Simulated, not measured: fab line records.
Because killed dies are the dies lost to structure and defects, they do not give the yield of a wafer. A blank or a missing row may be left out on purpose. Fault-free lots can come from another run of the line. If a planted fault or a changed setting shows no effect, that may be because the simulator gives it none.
One fault through the eyes of 2 desks | flow gf180mcu | what lay behind the numbers comes last; until then each desk has only its own

AT THE TOOL OWNER'S DESK: lpcvd-01
The tool's own readings at GF_STI_CVD_03 (deposits Si3N4 from DCS/NH3, target thk 207.16 nm, time 3551 s): means of the sampled wafers that have a number, for each lot that ran on this tool. A lot is out of limits, marked OUT, if its mean lies more than 4 standard deviations from the usual mean; the brackets give that distance. It has 8 readings, of which 7 appear: the earliest out of limits, and the ones furthest out on some lot.
Columns: A = spike tc bottom C at GF_STI_CVD_03, usual 792 C; B = spike tc centre C at GF_STI_CVD_03, usual 770.3 C; C = spike tc lower C at GF_STI_CVD_03, usual 770.4 C; D = spike tc top C at GF_STI_CVD_03, usual 784.2 C; E = spike tc upper C at GF_STI_CVD_03, usual 770.2 C; F = susceptor temp C at GF_STI_CVD_03, usual 770.0 C; G = zone power top pct at GF_STI_CVD_03, usual 25.3 %
lot  | first seen here | A              | B               | C               | D                | E                | F               | G
L302 | day 1 11:44     | 796            | 769.0           | 771.2           | 782.7            | 771.0            | 769.8           | 28.2
L306 | day 2 12:00     | 792            | 770.9           | 769.5           | 788.9            | 767.3            | 770.3           | 24.8
L311 | day 3 09:32     | 797            | 769.4           | 770.5           | 783.6            | 770.2            | 769.8           | 27.9
L316 | day 4 09:34     | 791            | 770.5           | 769.8           | 788.3            | 768.2            | 769.9           | 24.7
L320 | day 5 05:34     | 807 (+4.1) OUT | 786.8 (+14) OUT | 785.1 (+13) OUT | 804.4 (+7.0) OUT | 782.7 (+8.4) OUT | 785.0 (+43) OUT | 25.1
This desk finds L320 out of limits, L320 being first, at day 5 05:34 (spike tc bottom C at GF_STI_CVD_03). In limits: L302, L306, L311, L316.

THE METROLOGY DESK
What the gauges read, lot by lot, whatever tool the lot ran on: means of the sampled wafers that have a number. A lot is out of limits, marked OUT, if its mean lies more than 4 standard deviations from the usual mean; the brackets give that distance.
Columns: A = STI_CVD_03_THK at GF_STI_THK_MEAS_04, usual 206.3 nm; B = CONTACT_CVD_00_THK at GF_CONTACT_THK_MEAS_01, usual 300 nm; C = CONTACT_BOW at GF_CONTACT_BOW_MEAS_05, usual 66 um
lot  | first seen here | A               | B   | C
L302 | day 1 13:44     | 205.7           | 300 | 65
L305 | day 2 04:34     | 209.1           | 298 | 67
L306 | day 2 13:59     | 207.7           | 298 | 72
L308 | day 2 23:50     | 206.2           | 300 | 61
L310 | day 3 06:44     | 205.9           | 303 | 70
L311 | day 3 11:32     | 200.6           | 297 | 60
L315 | day 4 07:01     | 205.4           | 300 | 68
L316 | day 4 11:34     | 205.1           | 299 | 66
L318 | day 4 22:35     | 205.6           | 298 | 66
L320 | day 5 07:34     | 277.1 (+29) OUT | 295 | 67
L322 | day 5 18:17     | 204.5           | 298 | 76
This desk finds L320 out of limits, with the earliest case on L320 at day 5 07:34 (STI_CVD_03_THK at GF_STI_THK_MEAS_04). In limits: L302, L305, L306, L308, L310, L311, L315, L316, L318, L322.

ALL TOGETHER
An alarm could have come from the tool owner's desk at day 5 05:34, on L320.
An alarm was possible from the metrology desk at day 5 07:34, on L320.
The lots listed all ran GF_STI_CVD_03 on lpcvd-01.

WHAT WAS PUT IN BY THE SIMULATOR
lpcvd-01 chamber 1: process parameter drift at GF_STI_CVD_03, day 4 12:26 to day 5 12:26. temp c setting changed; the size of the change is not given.
Lots struck among those shown: L320.
Delay (hours) between the fault's onset and each desk's first out-of-limits reading: 17 at the tool owner's desk, 19 at the metrology desk.
